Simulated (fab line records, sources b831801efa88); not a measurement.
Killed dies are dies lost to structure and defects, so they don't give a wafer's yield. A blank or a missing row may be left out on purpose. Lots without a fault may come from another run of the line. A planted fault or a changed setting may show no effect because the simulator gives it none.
One fault seen from 2 desks | flow gf180mcu | each desk has only its own numbers; what lay behind them comes last

THE METROLOGY DESK
What the gauges read, lot by lot, whatever tool the lot ran on: means of the sampled wafers that have a number. A lot is out of limits, marked OUT, if its mean lies more than 4 standard deviations from the usual mean; the brackets give that distance.
Columns: A = VT_IMPLANT_3_TW at GF_VT_IMPLANT_TW_MEAS_32, usual 266.6; B = HV_LDD_02_OVL at GF_HV_LDD_OVL_MEAS_32, usual -0.9 nm; C = PSD_TW at GF_PSD_TW_MEAS_11, usual 3164; D = PSD_RS at GF_PSD_RS_MEAS_15, usual 108.60 ohm/sq
lot  | first seen here | A     | B    | C              | D
L908 | day 7 04:45     | 267.3 | -1.5 | 3183           | 108.70
L911 | day 7 22:06     | 267.2 | 0.3  | 3180           | 108.46
L912 | day 8 03:45     | 264.6 | -1.8 | 3194           | 108.63
L915 | day 9 04:48     | 267.2 | -0.7 | 3174           | 108.72
L916 | day 9 09:25     | 267.5 | -0.7 | 3145           | 108.52
L918 | day 10 00:01    | 267.6 | -0.3 | 3146           | 109.29
L921 | day 10 18:22    | 268.9 | -1.0 | 3197           | 108.74
L922 | day 11 00:51    | 267.9 | 1.0  | 2819 (-16) OUT | 133.07 (+84) OUT
L924 | day 11 14:41    | 267.5 | -0.2 | 2795 (-18) OUT | 133.69 (+87) OUT
L926 | day 12 03:05    | 267.6 | -0.9 | 3150           | 108.44
L927 | day 12 12:17    | 266.1 | -1.6 | 3154           | 108.36
This desk's finding: out of limits on L922, L924; first on L922, day 19 17:05 (PSD_TW at GF_PSD_TW_MEAS_11). In limits: L908, L911, L912, L915, L916, L918, L921, L926, L927.

THE TOOL OWNER'S DESK: implanter-01
The tool's own readings at GF_PSD_IMPLANT_09: means of the sampled wafers that have a number, for each lot that ran on this tool. A lot is out of limits, marked OUT, if its mean lies more than 4 standard deviations from the usual mean; the brackets give that distance.
Columns: A = beam_energy_keV at GF_PSD_IMPLANT_09, usual 39.998; B = tilt_deg at GF_PSD_IMPLANT_09, usual 6.997 degrees
lot  | first seen here | A                        | B
L911 | day 15 17:17    | 40.001                   | 6.996
L912 | day 15 23:52    | 39.997                   | 7.014
L915 | day 17 08:22    | 39.999                   | 7.008
L916 | day 17 16:47    | 40.003                   | 6.993
L922 | day 19 16:50    | 25.028 (-99 or more) OUT | 6.985
L924 | day 20 07:10    | 25.037 (-99 or more) OUT | 7.002
This desk's finding: out of limits on L922, L924; first on L922, day 19 16:50 (beam_energy_keV at GF_PSD_IMPLANT_09). In limits: L911, L912, L915, L916.

PUT TOGETHER
The tool owner's desk could have raised an alarm at day 19 16:50, on L922, L924.
The metrology desk could have raised an alarm at day 19 17:05, on L922, L924.
Of the lots named, all ran GF_PSD_IMPLANT_09 on implanter-01.

WHAT THE SIMULATOR HAD PUT IN
Process parameter drift: implanter-01, from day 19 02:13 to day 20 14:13, at GF_PSD_IMPLANT_09. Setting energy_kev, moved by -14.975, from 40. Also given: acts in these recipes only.
Lots struck among those shown: L922, L924.
Hours from the fault's start to each desk's first reading out of limits: the tool owner's desk, 15; the metrology desk, 15.
